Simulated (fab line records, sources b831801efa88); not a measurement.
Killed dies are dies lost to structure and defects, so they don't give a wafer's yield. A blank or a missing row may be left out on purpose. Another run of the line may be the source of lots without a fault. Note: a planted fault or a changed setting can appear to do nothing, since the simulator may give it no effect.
8D (eight disciplines) problem report, filled in by code	flow sky130	the parts of the form that need people (team, actions taken, sign-off) are left out

1. WHAT IS WRONG
Mean of killed-at-front-end at SKY_PAD_OPEN_PROBE_99: 175 across 6 wafers in 2 lots; on wafers with no fault it is 16 (standard deviation 4.6). That puts it +35 standard deviations away from the usual mean.
First observed at day 48 03:31: wafer L783.3, on prober-02. The record holds 36 wafers of 12 lots with a number at this step. The rule behind "out" and "out of limits": a value lying over 4 standard deviations away from the usual mean. The other wafers with a number count as sound.

2. WHAT IT IS, WHAT IT ISN'T
question	is	is not
which readings at this step	killed-at-front-end, killed-dies, killed-on-rim	killed_at_M4_up, killed-at-contacts, killed-at-other, killed-open, killed-short
which lots	L783, L784	L775, L777, L778, L779, L780, L781, L782, L786, L793, L795
which wafers of those lots	all that have a number	-
read on which tools	prober-01, prober-02	-
when	from day 48 03:31	up to then (21 sound wafers); but 9 sound wafers of L786, L793, L795 came after

3. WHAT RULES OUT EACH SUSPECT
Counting: a tool stays on the suspect list if, at a process step up to the reading, it processed all lots that are out and no sound lot following the first of them.
- furnace-02 at SKY_FIELD_ISO_OXIDATION_22 (stabilise 600 s, purge 300 s, target thk 10 nm): kept. It processed each lot that is out, first L783 at day 3 23:18, and no sound lot thereafter; up to then, the last sound lot it processed was L782 at day 3 20:26.
- plasma-asher-03 at SKY_METAL5_STRIP_16 (strips in O2/N2): ruled out as a lasting fault. Sound lots L793, L795 ran on it after its first lot that is out, L783 (day 46 08:10).
After counting, what remains is furnace-02 at SKY_FIELD_ISO_OXIDATION_22.

4. THE CAUSE (what the simulator had put in)
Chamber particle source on furnace-02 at SKY_FIELD_ISO_OXIDATION_22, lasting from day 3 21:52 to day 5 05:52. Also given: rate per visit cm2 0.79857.
This tool alone remained once counting was done.

5. THE EFFECT CHAIN, in route order
Rows list readings where the struck wafers' mean (over those with a number) sits beyond 3 standard deviations from the usual. Only readings whose record carries a usual standard deviation are examined. hours: median over the lots of the time between each lot's start at the first step of this table that gives one and its start at this step. sigmas: the change, counted in usual standard deviations.
hours	step	reading	usual	on struck wafers	change	sigmas
0	SKY_PAD_OPEN_PROBE_99	killed-at-front-end	16	175	+159	+35
0	SKY_PAD_OPEN_PROBE_99	killed-dies	87	241	+154	+16
0	SKY_PAD_OPEN_PROBE_99	killed-on-rim	18	48	+30	+7.5
Its process steps:
- SKY_PAD_OPEN_PROBE_99

6. WHAT WOULD HAVE CAUGHT IT SOONER
First out-of-limits reading in this record: day 48 03:31, which is 1062 hours after fault onset at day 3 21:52.
An alarm limit of 4 standard deviations would not have fired on the tool readings at SKY_FIELD_ISO_OXIDATION_22 for which the record gives a usual standard deviation, since none of them was out on any struck wafer.
By day 48 03:31, every lot that is out (2) had started SKY_FIELD_ISO_OXIDATION_22 on furnace-02. Tool hold at that time: it would have spared none of them.
